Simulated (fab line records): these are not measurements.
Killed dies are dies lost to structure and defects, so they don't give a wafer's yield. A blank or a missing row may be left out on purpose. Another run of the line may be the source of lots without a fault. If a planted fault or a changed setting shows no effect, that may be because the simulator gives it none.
fab line records / flow sky130
record lots=5 wafers=15 last-day=50
route steps=708 shown CONTACT@412 PAD_OPEN@708
lots that met no fault: from a run of the same line without faults
start-h: hours from the record's first day to the start of the lot's first wafer shown / wait-h: hours elapsed since this lot's preceding step / " as in the row above / L1.1+2: a single row standing in for several wafers / - no value, or no start given / * or withheld: withheld / < > ~ a bound
route shown NAME@n: a module of which the file shows steps, and the number in the route of the first / usual: average and standard deviation across the fault-free wafers / same: alike in all rows / chamber/n: place in a boat / sites: each site's reading / _std_site: the values' standard deviation / _edge_site: mean of outer sites minus mean of inner sites / radius-mm: for every site, how far away it sits from the centre of the wafer / mask NAME#n: copy n / behind: tool/chamber where the wafer was last shaped / hold: why the lot was held/for how many hours/how that ended / device: whichever transistor did not switch (one of n, p or np) / end of line: at the end of the route, the tests of the same wafers / a step given without rows: its recipe and nothing more / killed: the dies lost at the first sort to structure and to defects; this is not the yield of the wafer / map: a wafer's dies, x killed, . not, _ none there
set.NAME: the run value of the setting; set.NAME@STEP: its run value at that earlier step / model.NAME: the simulator's own value behind a step, which no gauge read
lots at selected steps of the route; one table per step, one row per wafer
services: the hour from which a tool's chamber was out of use, counted from the record's first day as start-h (under 0 if before that day), plus the number of hours and why
## steps
# step SKY_CONTACT_DEHYDRATE_06
# recipe temp-c=200 time-s=60
# step SKY_CONTACT_HMDS_07
# recipe prime-time-s=60 prime-temp-c=120
# step SKY_CONTACT_COAT_08
# recipe resist=BARC temp-c=withheld time-s=withheld spin-rpm=3000 resist-thk-nm=60
# step SKY_CONTACT_COAT_09
# recipe resist=KrF-thick spin-rpm=3000 resist-thk-nm=450
# step SKY_CONTACT_SOFTBAKE_10
# recipe temp-c=100 time-s=90 resist=KrF-thick
# step SKY_CONTACT_EXPOSE_11
# recipe mask-id=CTM1 na=0.8 source-shape=annular sigma-inner=0.55 sigma-outer=0.85 target-cd-nm=170 dose-mj=38
# step SKY_CONTACT_PEB_12
# recipe peb-temp-c=withheld peb-time-s=withheld resist=KrF-thick
# step SKY_CONTACT_DEVELOP_13
# recipe develop-time-s=60 resist=KrF-thick dev-temp-c=21
# step SKY_CONTACT_CD_MEAS_14
# recipe target-cd-nm=170
# usual cd-nm=170.0/1.6
lot.wafer=L558.4 tool=cd-sem-02 chamber=- start-h=754.28 wait-h=- cd-nm=171.8
lot.wafer=L558.5 tool=cd-sem-02 chamber=- start-h=754.28 wait-h=- cd-nm=171.1
lot.wafer=L558.6 tool=cd-sem-02 chamber=- start-h=754.28 wait-h=- cd-nm=171.9
lot.wafer=L560.1 tool=cd-sem-01 chamber=- start-h=764.38 wait-h=- cd-nm=168.7
lot.wafer=L560.2 tool=cd-sem-01 chamber=- start-h=764.38 wait-h=- cd-nm=169.5
lot.wafer=L560.5 tool=cd-sem-01 chamber=- start-h=764.38 wait-h=- cd-nm=167.8
lot.wafer=L575.3 tool=cd-sem-01 chamber=- start-h=877.75 wait-h=- cd-nm=170.3
lot.wafer=L575.4 tool=cd-sem-01 chamber=- start-h=877.75 wait-h=- cd-nm=171.6
lot.wafer=L575.5 tool=cd-sem-01 chamber=- start-h=877.75 wait-h=- cd-nm=170.9
lot.wafer=L578.1 tool=cd-sem-01 chamber=- start-h=908.28 wait-h=- cd-nm=171.8
lot.wafer=L578.4 tool=cd-sem-01 chamber=- start-h=908.28 wait-h=- cd-nm=171.6
lot.wafer=L578.6 tool=cd-sem-01 chamber=- start-h=908.28 wait-h=- cd-nm=170.0
lot.wafer=L579.4 tool=cd-sem-02 chamber=- start-h=910.09 wait-h=- cd-nm=169.7
lot.wafer=L579.5 tool=cd-sem-02 chamber=- start-h=910.09 wait-h=- cd-nm=170.9
lot.wafer=L579.6 tool=cd-sem-02 chamber=- start-h=910.09 wait-h=- cd-nm=170.1
# step SKY_CONTACT_OVL_MEAS_15
# usual CONTACT_OVL=-3/4.5
lot.wafer=L558.4 tool=overlay-01 chamber=- start-h=754.36 wait-h=0.1 CONTACT_OVL[nm]=-6
lot.wafer=L558.5 tool=overlay-01 chamber=- start-h=754.36 wait-h=0.1 CONTACT_OVL[nm]=0
lot.wafer=L558.6 tool=overlay-01 chamber=- start-h=754.36 wait-h=0.1 CONTACT_OVL[nm]=-4
lot.wafer=L560.1 tool=overlay-02 chamber=- start-h=764.50 wait-h=0.1 CONTACT_OVL[nm]=2
lot.wafer=L560.2 tool=overlay-02 chamber=- start-h=764.50 wait-h=0.1 CONTACT_OVL[nm]=-3
lot.wafer=L560.5 tool=overlay-02 chamber=- start-h=764.50 wait-h=0.1 CONTACT_OVL[nm]=-5
lot.wafer=L575.3 tool=overlay-02 chamber=- start-h=877.84 wait-h=0.1 CONTACT_OVL[nm]=-4
lot.wafer=L575.4 tool=overlay-02 chamber=- start-h=877.84 wait-h=0.1 CONTACT_OVL[nm]=3
lot.wafer=L575.5 tool=overlay-02 chamber=- start-h=877.84 wait-h=0.1 CONTACT_OVL[nm]=-6
lot.wafer=L578.1 tool=overlay-02 chamber=- start-h=908.40 wait-h=0.1 CONTACT_OVL[nm]=2
lot.wafer=L578.4 tool=overlay-02 chamber=- start-h=908.40 wait-h=0.1 CONTACT_OVL[nm]=-2
lot.wafer=L578.6 tool=overlay-02 chamber=- start-h=908.40 wait-h=0.1 CONTACT_OVL[nm]=3
lot.wafer=L579.4 tool=overlay-02 chamber=- start-h=910.16 wait-h=0.1 CONTACT_OVL[nm]=1
lot.wafer=L579.5 tool=overlay-02 chamber=- start-h=910.16 wait-h=0.1 CONTACT_OVL[nm]=-7
lot.wafer=L579.6 tool=overlay-02 chamber=- start-h=910.16 wait-h=0.1 CONTACT_OVL[nm]=-3
# step SKY_CONTACT_ETCH_16
# recipe chemistry=N2/H2 target=BARC ion-energy-ev=200 source-w=500 bias-w=100 pressure-mtorr=30 n2-flow-sccm=100 h2-flow-sccm=200 stop-on=SiO2 time-s=45.9 target-depth-a=600
# usual bias-w=100.0/0.31 drypump-motor-current-A=5.6/0.39 oes-product-au=0.855/0.0051 rf-fwd-power-W=494.8/2 throttle-valve-pct=13.225/0.0096
lot.wafer=L558.4 tool=rie-diel-02 chamber=1 start-h=754.40 wait-h=0.0 bias-w=100.1 drypump-motor-current-A=5.5 oes-product-au=0.849 rf-fwd-power-W=495.0 rf-hours-counter-h=- throttle-valve-pct=13.235
lot.wafer=L558.5 tool=rie-diel-02 chamber=3 start-h=754.40 wait-h=0.0 bias-w=100.0 drypump-motor-current-A=5.2 oes-product-au=0.852 rf-fwd-power-W=496.4 rf-hours-counter-h=- throttle-valve-pct=13.230
lot.wafer=L558.6 tool=rie-diel-02 chamber=2 start-h=754.40 wait-h=0.0 bias-w=100.1 drypump-motor-current-A=6.0 oes-product-au=0.849 rf-fwd-power-W=497.1 rf-hours-counter-h=- throttle-valve-pct=13.218
lot.wafer=L560.1 tool=rie-diel-04 chamber=2 start-h=764.54 wait-h=0.0 bias-w=100.2 drypump-motor-current-A=5.3 oes-product-au=0.856 rf-fwd-power-W=493.8 rf-hours-counter-h=5 throttle-valve-pct=13.216
lot.wafer=L560.2 tool=rie-diel-04 chamber=1 start-h=764.54 wait-h=0.0 bias-w=99.9 drypump-motor-current-A=5.8 oes-product-au=0.845 rf-fwd-power-W=493.4 rf-hours-counter-h=3 throttle-valve-pct=13.222
lot.wafer=L560.5 tool=rie-diel-04 chamber=0 start-h=764.54 wait-h=0.0 bias-w=100.3 drypump-motor-current-A=5.3 oes-product-au=0.854 rf-fwd-power-W=496.2 rf-hours-counter-h=- throttle-valve-pct=13.240
lot.wafer=L575.3 tool=rie-diel-02 chamber=3 start-h=877.86 wait-h=0.0 bias-w=99.8 drypump-motor-current-A=5.2 oes-product-au=0.858 rf-fwd-power-W=490.1 rf-hours-counter-h=19 throttle-valve-pct=13.228
lot.wafer=L575.4 tool=rie-diel-02 chamber=2 start-h=877.86 wait-h=0.0 bias-w=99.8 drypump-motor-current-A=6.0 oes-product-au=0.860 rf-fwd-power-W=496.2 rf-hours-counter-h=0 throttle-valve-pct=13.230
lot.wafer=L575.5 tool=rie-diel-02 chamber=1 start-h=877.86 wait-h=0.0 bias-w=100.1 drypump-motor-current-A=5.5 oes-product-au=0.857 rf-fwd-power-W=493.9 rf-hours-counter-h=- throttle-valve-pct=13.225
lot.wafer=L578.1 tool=rie-diel-04 chamber=2 start-h=908.43 wait-h=0.0 bias-w=100.3 drypump-motor-current-A=5.3 oes-product-au=0.864 rf-fwd-power-W=493.2 rf-hours-counter-h=10 throttle-valve-pct=13.220
lot.wafer=L578.4 tool=rie-diel-04 chamber=3 start-h=908.43 wait-h=0.0 bias-w=99.7 drypump-motor-current-A=6.0 oes-product-au=0.854 rf-fwd-power-W=493.7 rf-hours-counter-h=9 throttle-valve-pct=13.216
lot.wafer=L578.6 tool=rie-diel-04 chamber=3 start-h=908.43 wait-h=0.0 bias-w=99.7 drypump-motor-current-A=6.0 oes-product-au=0.857 rf-fwd-power-W=492.8 rf-hours-counter-h=- throttle-valve-pct=13.206
lot.wafer=L579.4 tool=rie-diel-03 chamber=3 start-h=910.20 wait-h=0.0 bias-w=99.9 drypump-motor-current-A=6.5 oes-product-au=0.858 rf-fwd-power-W=496.2 rf-hours-counter-h=- throttle-valve-pct=13.217
lot.wafer=L579.5 tool=rie-diel-03 chamber=2 start-h=910.20 wait-h=0.0 bias-w=99.8 drypump-motor-current-A=5.4 oes-product-au=0.862 rf-fwd-power-W=493.5 rf-hours-counter-h=- throttle-valve-pct=13.229
lot.wafer=L579.6 tool=rie-diel-03 chamber=0 start-h=910.20 wait-h=0.0 bias-w=100.4 drypump-motor-current-A=5.7 oes-product-au=0.852 rf-fwd-power-W=492.8 rf-hours-counter-h=- throttle-valve-pct=13.215
# step SKY_CONTACT_ETCH_17
# recipe target=SiO2 chemistry=C4F8/O2/Ar stop-on=Si3N4 mask-material=KrF-thick source-w=1500 bias-w=1200 pressure-mtorr=40 c4f8-flow-sccm=withheld O2_flow_sccm=6 Ar_flow_sccm=300 time-s=withheld target-depth-a=3400
# usual bias-w=1200/3.6 oes-product-au=0.891/0.0044 rf-fwd-power-W=1487/5.2
lot.wafer=L558.4 tool=rie-diel-02 chamber=1 start-h=754.45 wait-h=0.0 bias-w=1193 oes-product-au=0.887 rf-fwd-power-W=1483
lot.wafer=L558.5 tool=rie-diel-02 chamber=3 start-h=754.45 wait-h=0.0 bias-w=1198 oes-product-au=0.891 rf-fwd-power-W=1484
lot.wafer=L558.6 tool=rie-diel-02 chamber=2 start-h=754.45 wait-h=0.0 bias-w=1201 oes-product-au=0.897 rf-fwd-power-W=1487
lot.wafer=L560.1 tool=rie-diel-04 chamber=2 start-h=764.58 wait-h=0.0 bias-w=1197 oes-product-au=0.883 rf-fwd-power-W=1484
lot.wafer=L560.2 tool=rie-diel-04 chamber=1 start-h=764.58 wait-h=0.0 bias-w=1203 oes-product-au=0.890 rf-fwd-power-W=1482
lot.wafer=L560.5 tool=rie-diel-04 chamber=0 start-h=764.58 wait-h=0.0 bias-w=1199 oes-product-au=0.894 rf-fwd-power-W=1493
lot.wafer=L575.3 tool=rie-diel-02 chamber=3 start-h=877.91 wait-h=0.0 bias-w=1195 oes-product-au=0.892 rf-fwd-power-W=1488
lot.wafer=L575.4 tool=rie-diel-02 chamber=2 start-h=877.91 wait-h=0.0 bias-w=1203 oes-product-au=0.890 rf-fwd-power-W=1488
lot.wafer=L575.5 tool=rie-diel-02 chamber=1 start-h=877.91 wait-h=0.0 bias-w=1206 oes-product-au=0.898 rf-fwd-power-W=1489
lot.wafer=L578.1 tool=rie-diel-04 chamber=2 start-h=908.47 wait-h=0.0 bias-w=1199 oes-product-au=0.895 rf-fwd-power-W=1491
lot.wafer=L578.4 tool=rie-diel-04 chamber=3 start-h=908.47 wait-h=0.0 bias-w=1201 oes-product-au=0.879 rf-fwd-power-W=1482
lot.wafer=L578.6 tool=rie-diel-04 chamber=3 start-h=908.47 wait-h=0.0 bias-w=1198 oes-product-au=0.892 rf-fwd-power-W=1484
lot.wafer=L579.4 tool=rie-diel-03 chamber=3 start-h=910.25 wait-h=0.0 bias-w=1203 oes-product-au=0.894 rf-fwd-power-W=1487
lot.wafer=L579.5 tool=rie-diel-03 chamber=2 start-h=910.25 wait-h=0.0 bias-w=1198 oes-product-au=0.893 rf-fwd-power-W=1492
lot.wafer=L579.6 tool=rie-diel-03 chamber=0 start-h=910.25 wait-h=0.0 bias-w=1205 oes-product-au=0.897 rf-fwd-power-W=1478
# step SKY_CONTACT_ETCH_18
# recipe target=Si3N4 chemistry=CHF3/O2 stop-on=TiN source-w=600 bias-w=200 pressure-mtorr=40 chf3-flow-sccm=50 O2_flow_sccm=5 time-s=39 target-depth-a=750
# usual bias-w=200.0/0.64 drypump-motor-current-A=5.6/0.39 oes-product-au=0.859/0.0084 rf-fwd-power-W=593.3/2.5 throttle-valve-pct=8.794/0.0094
lot.wafer=L558.4 tool=rie-diel-02 chamber=1 start-h=754 wait-h=- bias-w=200.0 drypump-motor-current-A=5.5 oes-product-au=0.861 rf-fwd-power-W=598.2 rf-hours-counter-h=- throttle-valve-pct=8.809
lot.wafer=L558.5 tool=rie-diel-02 chamber=3 start-h=754 wait-h=- bias-w=198.9 drypump-motor-current-A=5.2 oes-product-au=0.875 rf-fwd-power-W=593.4 rf-hours-counter-h=- throttle-valve-pct=8.792
lot.wafer=L558.6 tool=rie-diel-02 chamber=2 start-h=754 wait-h=- bias-w=200.7 drypump-motor-current-A=6.0 oes-product-au=0.871 rf-fwd-power-W=590.9 rf-hours-counter-h=- throttle-valve-pct=8.793
lot.wafer=L560.1 tool=rie-diel-04 chamber=2 start-h=764 wait-h=- bias-w=200.3 drypump-motor-current-A=5.2 oes-product-au=0.857 rf-fwd-power-W=590.0 rf-hours-counter-h=5 throttle-valve-pct=8.788
lot.wafer=L560.2 tool=rie-diel-04 chamber=1 start-h=764 wait-h=- bias-w=199.5 drypump-motor-current-A=5.7 oes-product-au=0.856 rf-fwd-power-W=594.8 rf-hours-counter-h=3 throttle-valve-pct=8.794
lot.wafer=L560.5 tool=rie-diel-04 chamber=0 start-h=764 wait-h=- bias-w=199.9 drypump-motor-current-A=5.3 oes-product-au=0.861 rf-fwd-power-W=595.9 rf-hours-counter-h=- throttle-valve-pct=8.776
lot.wafer=L575.3 tool=rie-diel-02 chamber=3 start-h=877 wait-h=- bias-w=200.2 drypump-motor-current-A=5.2 oes-product-au=0.865 rf-fwd-power-W=593.1 rf-hours-counter-h=19 throttle-valve-pct=8.788
lot.wafer=L575.4 tool=rie-diel-02 chamber=2 start-h=877 wait-h=- bias-w=199.8 drypump-motor-current-A=6.1 oes-product-au=0.881 rf-fwd-power-W=498.3 rf-hours-counter-h=0 throttle-valve-pct=8.803
lot.wafer=L575.5 tool=rie-diel-02 chamber=1 start-h=877 wait-h=- bias-w=201.5 drypump-motor-current-A=5.5 oes-product-au=0.876 rf-fwd-power-W=595.7 rf-hours-counter-h=- throttle-valve-pct=8.796
lot.wafer=L578.1 tool=rie-diel-04 chamber=2 start-h=908 wait-h=- bias-w=200.6 drypump-motor-current-A=5.3 oes-product-au=0.855 rf-fwd-power-W=594.0 rf-hours-counter-h=10 throttle-valve-pct=8.793
lot.wafer=L578.4 tool=rie-diel-04 chamber=3 start-h=908 wait-h=- bias-w=200.0 drypump-motor-current-A=6.0 oes-product-au=0.860 rf-fwd-power-W=592.8 rf-hours-counter-h=9 throttle-valve-pct=8.793
lot.wafer=L578.6 tool=rie-diel-04 chamber=3 start-h=908 wait-h=- bias-w=199.5 drypump-motor-current-A=6.0 oes-product-au=0.855 rf-fwd-power-W=590.9 rf-hours-counter-h=- throttle-valve-pct=8.803
lot.wafer=L579.4 tool=rie-diel-03 chamber=3 start-h=910 wait-h=- bias-w=200.5 drypump-motor-current-A=6.5 oes-product-au=0.862 rf-fwd-power-W=593.0 rf-hours-counter-h=- throttle-valve-pct=8.785
lot.wafer=L579.5 tool=rie-diel-03 chamber=2 start-h=910 wait-h=- bias-w=199.3 drypump-motor-current-A=5.4 oes-product-au=0.862 rf-fwd-power-W=596.4 rf-hours-counter-h=- throttle-valve-pct=8.788
lot.wafer=L579.6 tool=rie-diel-03 chamber=0 start-h=910 wait-h=- bias-w=199.5 drypump-motor-current-A=5.7 oes-product-au=0.857 rf-fwd-power-W=589.5 rf-hours-counter-h=- throttle-valve-pct=8.784
# step SKY_CONTACT_STRIP_19
# recipe chemistry=O2/N2 power-w=1400 pressure-mtorr=1500 platen-temp-c=withheld o2-flow-sccm=3000 n2-flow-sccm=300 overash-fraction=0.5
# usual drypump-motor-current-A=6.1/0.5 oes-product-au=0.381/0.005 strip-time-to-endpoint-s=3.62/0.047
lot.wafer=L558.4 tool=plasma-asher-02 chamber=1 start-h=754.55 wait-h=- drypump-motor-current-A=5.8 oes-product-au=0.385 rf-hours-counter-h=- strip-time-to-endpoint-s=3.55
lot.wafer=L558.5 tool=plasma-asher-02 chamber=1 start-h=754.55 wait-h=- drypump-motor-current-A=5.9 oes-product-au=0.382 rf-hours-counter-h=- strip-time-to-endpoint-s=3.67
lot.wafer=L558.6 tool=plasma-asher-02 chamber=0 start-h=754.55 wait-h=- drypump-motor-current-A=5.5 oes-product-au=0.380 rf-hours-counter-h=- strip-time-to-endpoint-s=3.63
lot.wafer=L560.1 tool=plasma-asher-04 chamber=0 start-h=764.67 wait-h=- drypump-motor-current-A=6.2 oes-product-au=0.376 rf-hours-counter-h=1 strip-time-to-endpoint-s=3.57
lot.wafer=L560.2 tool=plasma-asher-04 chamber=1 start-h=764.67 wait-h=- drypump-motor-current-A=6.7 oes-product-au=0.380 rf-hours-counter-h=1 strip-time-to-endpoint-s=3.69
lot.wafer=L560.5 tool=plasma-asher-04 chamber=0 start-h=764.67 wait-h=- drypump-motor-current-A=6.2 oes-product-au=0.386 rf-hours-counter-h=- strip-time-to-endpoint-s=3.63
lot.wafer=L575.3 tool=plasma-asher-03 chamber=1 start-h=878.03 wait-h=- drypump-motor-current-A=6.3 oes-product-au=0.380 rf-hours-counter-h=- strip-time-to-endpoint-s=3.62
lot.wafer=L575.4 tool=plasma-asher-03 chamber=0 start-h=878.03 wait-h=- drypump-motor-current-A=5.2 oes-product-au=0.385 rf-hours-counter-h=- strip-time-to-endpoint-s=3.68
lot.wafer=L575.5 tool=plasma-asher-03 chamber=1 start-h=878.03 wait-h=- drypump-motor-current-A=6.3 oes-product-au=0.383 rf-hours-counter-h=- strip-time-to-endpoint-s=3.56
lot.wafer=L578.1 tool=plasma-asher-02 chamber=0 start-h=908.56 wait-h=- drypump-motor-current-A=5.6 oes-product-au=0.379 rf-hours-counter-h=47 strip-time-to-endpoint-s=3.59
lot.wafer=L578.4 tool=plasma-asher-02 chamber=1 start-h=908.56 wait-h=- drypump-motor-current-A=5.8 oes-product-au=0.389 rf-hours-counter-h=- strip-time-to-endpoint-s=3.70
lot.wafer=L578.6 tool=plasma-asher-02 chamber=0 start-h=908.56 wait-h=- drypump-motor-current-A=5.6 oes-product-au=0.382 rf-hours-counter-h=- strip-time-to-endpoint-s=3.67
lot.wafer=L579.4 tool=plasma-asher-04 chamber=0 start-h=910.35 wait-h=- drypump-motor-current-A=6.2 oes-product-au=0.380 rf-hours-counter-h=- strip-time-to-endpoint-s=3.65
lot.wafer=L579.5 tool=plasma-asher-04 chamber=1 start-h=910.35 wait-h=- drypump-motor-current-A=6.7 oes-product-au=0.385 rf-hours-counter-h=- strip-time-to-endpoint-s=3.64
lot.wafer=L579.6 tool=plasma-asher-04 chamber=0 start-h=910.35 wait-h=- drypump-motor-current-A=6.2 oes-product-au=0.382 rf-hours-counter-h=- strip-time-to-endpoint-s=3.70
# step SKY_PAD_OPEN_PROBE_99
# usual killed_at_M0_to_M3=43/7.7 killed_at_M4_up=2.9/1.7 killed-at-contacts=24/5.5 killed-at-front-end=15/4 killed-at-other=0.4/0.66 killed-dies=86/9.4 killed-open=47/6.7 killed-short=38/6.2
# same gross-dies=492 killed-at-back-side=0
lot.wafer=L558.4 tool=prober-02 chamber=- start-h=1093.10 wait-h=0.2 killed_at_M0_to_M3=33 killed_at_M4_up=5 killed-at-contacts=30 killed-at-front-end=21 killed-at-other=4 killed-dies=93 killed-open=53 killed-short=37
lot.wafer=L558.5 tool=prober-02 chamber=- start-h=1093.15 wait-h=0.2 killed_at_M0_to_M3=50 killed_at_M4_up=4 killed-at-contacts=17 killed-at-front-end=16 killed-at-other=1 killed-dies=88 killed-open=42 killed-short=45
lot.wafer=L558.6 tool=prober-02 chamber=- start-h=1093.20 wait-h=0.2 killed_at_M0_to_M3=51 killed_at_M4_up=4 killed-at-contacts=20 killed-at-front-end=10 killed-at-other=0 killed-dies=85 killed-open=56 killed-short=29
lot.wafer=L560.1 tool=prober-02 chamber=- start-h=1096.15 wait-h=0.1 killed_at_M0_to_M3=50 killed_at_M4_up=0 killed-at-contacts=25 killed-at-front-end=21 killed-at-other=0 killed-dies=96 killed-open=38 killed-short=57
lot.wafer=L560.2 tool=prober-02 chamber=- start-h=1096.20 wait-h=0.1 killed_at_M0_to_M3=47 killed_at_M4_up=2 killed-at-contacts=27 killed-at-front-end=15 killed-at-other=0 killed-dies=91 killed-open=46 killed-short=44
lot.wafer=L560.5 tool=prober-02 chamber=- start-h=1096.35 wait-h=0.2 killed_at_M0_to_M3=44 killed_at_M4_up=2 killed-at-contacts=30 killed-at-front-end=16 killed-at-other=0 killed-dies=92 killed-open=53 killed-short=38
lot.wafer=L578.1 tool=prober-02 chamber=- start-h=1199.36 wait-h=0.1 killed_at_M0_to_M3=44 killed_at_M4_up=5 killed-at-contacts=31 killed-at-front-end=14 killed-at-other=0 killed-dies=94 killed-open=50 killed-short=44
lot.wafer=L578.4 tool=prober-02 chamber=- start-h=1199.51 wait-h=0.2 killed_at_M0_to_M3=34 killed_at_M4_up=5 killed-at-contacts=23 killed-at-front-end=11 killed-at-other=0 killed-dies=73 killed-open=49 killed-short=24
lot.wafer=L578.6 tool=prober-02 chamber=- start-h=1199.61 wait-h=0.2 killed_at_M0_to_M3=35 killed_at_M4_up=5 killed-at-contacts=28 killed-at-front-end=9 killed-at-other=0 killed-dies=77 killed-open=42 killed-short=35
# killed by level:class
L558.4 CONTACT:geometric-particle:open=16 LI_CONTACT:geometric-particle:open=8 VIA3:geometric-particle:open=7 VIA1:geometric-particle:short=6 POLY_GATE:geometric-particle:open=5 METAL1:geometric-particle:short=5 CONTACT:geometric-particle:short=5 POLY_GATE:geometric-particle:short=4
L558.5 CONTACT:geometric-particle:open=9 VIA1:geometric-particle:open=8 VIA1:geometric-particle:short=8 VIA2:geometric-particle:open=7 VIA3:geometric-particle:open=6 METAL1:geometric-particle:short=6 METAL2:geometric-particle:short=5 FIELD_ISO:geometric-particle:open=4
L558.6 VIA1:geometric-particle:open=15 VIA3:geometric-particle:open=10 VIA2:geometric-particle:open=8 CONTACT:geometric-particle:open=7 LI_CONTACT:geometric-particle:open=6 METAL1:geometric-particle:short=4 FIELD_ISO:geometric-particle:open=3 VIA1:geometric-particle:short=3
L560.1 METAL1:geometric-particle:short=9 LI_CONTACT:geometric-particle:open=8 VIA2:geometric-particle:open=8 CONTACT:geometric-particle:short=7 VIA1:geometric-particle:open=7 METAL2:geometric-particle:short=7 FIELD_ISO:geometric-particle:short=6 POLY_GATE:geometric-particle:short=6
L560.2 LI_CONTACT:geometric-particle:open=12 METAL1:geometric-particle:short=9 VIA1:geometric-particle:open=8 FIELD_ISO:geometric-particle:short=6 CONTACT:geometric-particle:open=6 METAL2:geometric-particle:short=6 VIA1:geometric-particle:short=5 VIA2:geometric-particle:open=5
L560.5 LI_CONTACT:geometric-particle:open=10 VIA2:geometric-particle:open=10 CONTACT:geometric-particle:open=9 VIA1:geometric-particle:open=8 VIA3:geometric-particle:open=5 CONTACT:geometric-particle:short=5 METAL1:geometric-particle:short=5 POLY_GATE:geometric-particle:open=4
L578.1 LOCAL_INTERCONNECT:geometric-particle:short=12 VIA1:geometric-particle:open=11 CONTACT:geometric-particle:open=9 METAL2:geometric-particle:short=8 VIA2:geometric-particle:open=6 VIA1:geometric-particle:short=6 VIA3:geometric-particle:open=6 FIELD_ISO:geometric-particle:open=5
L578.4 VIA1:geometric-particle:open=9 CONTACT:geometric-particle:open=7 LI_CONTACT:geometric-particle:open=6 VIA2:geometric-particle:open=6 VIA3:geometric-particle:open=5 FIELD_ISO:geometric-particle:open=4 LOCAL_INTERCONNECT:geometric-particle:short=4 POLY_GATE:geometric-particle:open=3
L578.6 LI_CONTACT:geometric-particle:open=9 CONTACT:geometric-particle:open=9 VIA2:geometric-particle:open=7 METAL1:geometric-particle:short=5 VIA3:geometric-particle:open=5 LOCAL_INTERCONNECT:geometric-particle:short=4 CONTACT:geometric-particle:short=4 VIA2:geometric-particle:short=4
## services
tool=rie-diel-02 chamber=0 start-h=732.10 hours=16.2 kind=repair
tool=plasma-asher-04 chamber=- start-h=733.75 hours=9.0 kind=pm
tool=plasma-asher-04 chamber=- start-h=747.05 hours=6.3 kind=pm
tool=rie-diel-02 chamber=0 start-h=748.33 hours=- kind=clean
tool=rie-diel-02 chamber=0 start-h=748.33 hours=17.5 kind=scheduled-down
tool=rie-diel-02 chamber=0 start-h=748.33 hours=17.5 kind=vent-cycle
tool=rie-diel-04 chamber=2 start-h=755.38 hours=4.5 kind=repair
tool=rie-diel-02 chamber=1 start-h=773.67 hours=5.8 kind=repair
tool=rie-diel-04 chamber=- start-h=794.53 hours=0.4 kind=repair
tool=plasma-asher-03 chamber=- start-h=806.16 hours=5.3 kind=repair
tool=rie-diel-03 chamber=- start-h=824.50 hours=2.8 kind=pm
tool=rie-diel-02 chamber=2 start-h=847.54 hours=- kind=clean
tool=rie-diel-02 chamber=2 start-h=847.54 hours=10.6 kind=scheduled-down
tool=rie-diel-02 chamber=2 start-h=847.54 hours=10.6 kind=vent-cycle
tool=plasma-asher-04 chamber=- start-h=864.92 hours=2.8 kind=pm
tool=plasma-asher-03 chamber=- start-h=867.08 hours=1.1 kind=repair
tool=rie-diel-03 chamber=0 start-h=871.80 hours=- kind=clean
tool=rie-diel-03 chamber=0 start-h=871.80 hours=22.1 kind=scheduled-down
tool=plasma-asher-02 chamber=- start-h=883.94 hours=7.5 kind=repair
tool=rie-diel-03 chamber=1 start-h=895.51 hours=5.1 kind=repair
tool=rie-diel-03 chamber=0 start-h=900.06 hours=8.6 kind=repair
tool=rie-diel-04 chamber=0 start-h=901.71 hours=4.2 kind=repair
tool=plasma-asher-03 chamber=- start-h=902.67 hours=2.8 kind=pm
tool=rie-diel-03 chamber=1 start-h=909.86 hours=4.5 kind=repair
## key
first-sign step=SKY_CONTACT_ETCH_18 reading=rf-fwd-power-W direction=down sigmas=38 usual=593.3 struck=498.3
effect none on later readings
met-at SKY_CONTACT_ETCH_18
struck-wafers L575.4
tester-left-out L575
onset-between 754 877
fault kind=process-parameter-drift tool=rie-diel-02 chamber=2 onset-h=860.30 steps=SKY_CONTACT_ETCH_18 channel=source-w offset=-96 shape=step end-h=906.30 acts-in=these-recipes-only stated=600
# tester-left-out: of these lots the tester's yield and bins aren't shown, on N5 and GAA mostly nor the transistor test; their killed dies are dies lost to structure and defects alone, not to doping, threshold or leakage, so they don't give the yield
